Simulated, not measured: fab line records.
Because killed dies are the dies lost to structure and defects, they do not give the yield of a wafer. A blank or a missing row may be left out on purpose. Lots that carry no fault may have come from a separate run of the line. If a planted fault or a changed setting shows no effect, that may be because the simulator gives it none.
A struck lot beside a sound one :: flow sky130 :: 15 out of 708 route steps
Sound: these wafers, L403.1, L403.2, L403.5. Struck: wafer L404.5 (left out: L404.3, L404.4 of the same lot, which were not struck); the cause appears at the end.
Each step with rows lists, per side, the tool, then ch with its chambers, then its first start. Under that, the readings that differ: sound wafers :: struck wafers :: difference of the means :: sigmas: that difference in standard deviations of wafers without a fault.
alike: a reading whose means differ by less than 2 such deviations, as well as words and numbers matching on both sides. not compared: withheld readings; readings where some wafer has no value; bounds like >300 that might hide an equal value; numbers whose values overlap and for which the record gives no deviation.
The two part at a step that has a row with sigmas, a row that says differs or no value, or rows on one side only. Numbers that have no deviation but don't overlap get no sigmas and don't part them. A reading missing from all wafers of one side parts the sides only when that side holds two or more wafers.

SKY_CONTACT_STRIP_19: strips in O2/N2.
  sound on plasmaAsher-01 ch 0,1, day 31 11:35; struck on plasmaAsher-01 ch 1, day 32 07:43
  alike: drypumpMotorCurrentA, oesProductAu, stripTimeToEndpointS
  not compared: rfHoursCounterH
then, 5 steps without rows for these wafers: SKY_CONTACT_STRIP_20 (strips in post etch residue remover, time 1200 s); SKY_CONTACT_CLEAN_21 (cleans in IPA, time 180 s); SKY_CONTACT_CLEAN_22 (cleans in O3/DIW); SKY_CONTACT_SPUTTER_23 (material TiN, target thk 20 nm, time 80 s); SKY_CONTACT_CVD_24 (deposits W, target thk 340 nm, time 102.12 s).
SKY_CONTACT_RS_MEAS_25: the measuring method here is four-point-probe.
  sound on filmMetro-02 at day 31 12:23; struck on filmMetro-02 at day 32 08:29
  alike: CONTACT_W_RS
SKY_CONTACT_THK_MEAS_26: measures by xrf.
  sound on filmMetro-02 at day 31 12:30; struck on filmMetro-02 at day 32 08:35
  alike: CONTACT_W_THK
SKY_CONTACT_CMP_27: polishes, stops on SiO2, t overpolish 15 s, target thk 0 nm.
  sound on cmp-01 ch 1,2,3, day 31 12:37; struck on cmp-01 ch 2, day 32 08:40
  alike: edgeZonePressureFrac, motorCurrentA, overpolishRunS, timeToEndpointS
then, 1 step without rows for these wafers: SKY_METAL1_SPUTTER_00 (material Ti, target thk 15 nm, time 10 s).
SKY_METAL1_SPUTTER_01: material TiN, target thk 20 nm, time 16.7 s.
  sound on pvdSputter-01 at day 31 12:53; struck on pvdSputter-04 at day 32 08:56
  alike: cathodeDcPowerW, throttleValvePct
SKY_METAL1_SPUTTER_02: material AlCu, target thk 250 nm, time 13.3 s.
  sound on pvdSputter-01 at day 31 12:55; struck on pvdSputter-04 at day 32 08:58
  alike: cathodeDcPowerW, throttleValvePct
SKY_METAL1_SPUTTER_03: material Ti, target thk 5 nm, time 3.3 s.
  sound on pvdSputter-01 at day 31 12:56; struck on pvdSputter-04 at day 32 08:59
reading: cathodeDcPowerW (W)
sound: 3000.7 3001.0 3000.8
struck: 2711.7
difference: -289.1
sigmas: -99 or more

reading: model.Ti_of_METAL1_SPUTTER_03.thkNm (nm)
sound: 5.078 5.14 4.919
struck: 4.6
difference: -0.4
sigmas: 
  alike: throttleValvePct
SKY_METAL1_SPUTTER_04: material TiN, target thk 70 nm, time 58.3 s.
  sound on pvdSputter-01 at day 31 12:57; struck on pvdSputter-04 at day 32 09:01
  alike: cathodeDcPowerW, throttleValvePct
SKY_PAD_OPEN_PROBE_99:
  rows exist in the record for the sound wafers here (prober-02, day 45 16:02), none for the struck ones

WHERE THEY PART
Last at SKY_PAD_OPEN_PROBE_99 as far as this record goes, first at SKY_METAL1_SPUTTER_03.

WHY: what the simulator had put in
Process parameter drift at SKY_METAL1_SPUTTER_03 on pvdSputter-04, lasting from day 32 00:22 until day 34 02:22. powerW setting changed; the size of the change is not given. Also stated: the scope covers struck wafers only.
